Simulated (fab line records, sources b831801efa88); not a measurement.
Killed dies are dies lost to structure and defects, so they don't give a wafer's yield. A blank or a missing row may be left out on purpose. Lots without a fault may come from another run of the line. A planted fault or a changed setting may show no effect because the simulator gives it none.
A struck lot beside a sound one | flow sky130 | 4 steps out of a route of 708
Sound: wafers L349.1, L349.2, L349.6. Struck: wafers L341.2, L341.4, L341.5. The cause comes at the end.
At each step with rows: each side's tool, then ch and its chambers, then its first start. Under that, the readings that differ: sound wafers | struck wafers | difference of the means | sigmas: that difference in standard deviations of wafers without a fault.
alike: readings whose means differ by less than 2 such deviations, and words and numbers that are the same on both sides. not compared: withheld readings, readings that some wafer has no value for, bounds like >300 that may hide the same value, and numbers for which the record gives no deviation and whose values overlap.
The two part at a step that has a row with sigmas, a row that says differs or no value, or rows on one side only. Numbers that don't overlap but have no deviation are shown without sigmas and don't part them. A reading that every wafer of one side lacks parts them only if that side has two wafers or more.

SKY_FIELD_ISO_BOW_MEAS_00:
  sound on film_metro-01, day 5 14:00; struck on film_metro-01, day 3 22:01
  alike: INCOMING_BOW
then, 1 step without rows for these wafers: SKY_FIELD_ISO_OXIDATION_01 (stabilise 600 s, purge 300 s, target thk 12 nm).
SKY_FIELD_ISO_THK_MEAS_02:
  sound on film_metro-02, day 5 16:45; struck on film_metro-01, day 3 23:38
  reading                         | sound             | struck            | difference | sigmas
  FIELD_ISO_OXIDATION_00_THK (nm) | 11.90 12.15 12.04 | 12.56 12.68 12.59 | +0.58      | +3
  not compared: hold
-- the record jumps here: 45 days lie between the struck wafers' starts before and after (it left off in module FIELD_ISO and takes up again in module PAD_OPEN, whose first step shown is number 708 of the route) --
SKY_PAD_OPEN_PROBE_99:
  sound on prober-02, day 51 07:19; struck on prober-02, day 49 10:52
  alike: killed_at_M0_to_M3, killed_at_M4_up, killed_at_contacts, killed_at_front_end, killed_at_other, killed_dies, killed_open, killed_short

WHERE THEY PART
Only at SKY_FIELD_ISO_THK_MEAS_02, within this record. Later steps at which nothing parts them and some readings are alike: SKY_PAD_OPEN_PROBE_99.

WHY: what the simulator had put in
Metrology matching offset: film_metro-01, from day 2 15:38 on, at SKY_FIELD_ISO_THK_MEAS_02. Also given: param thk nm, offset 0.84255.
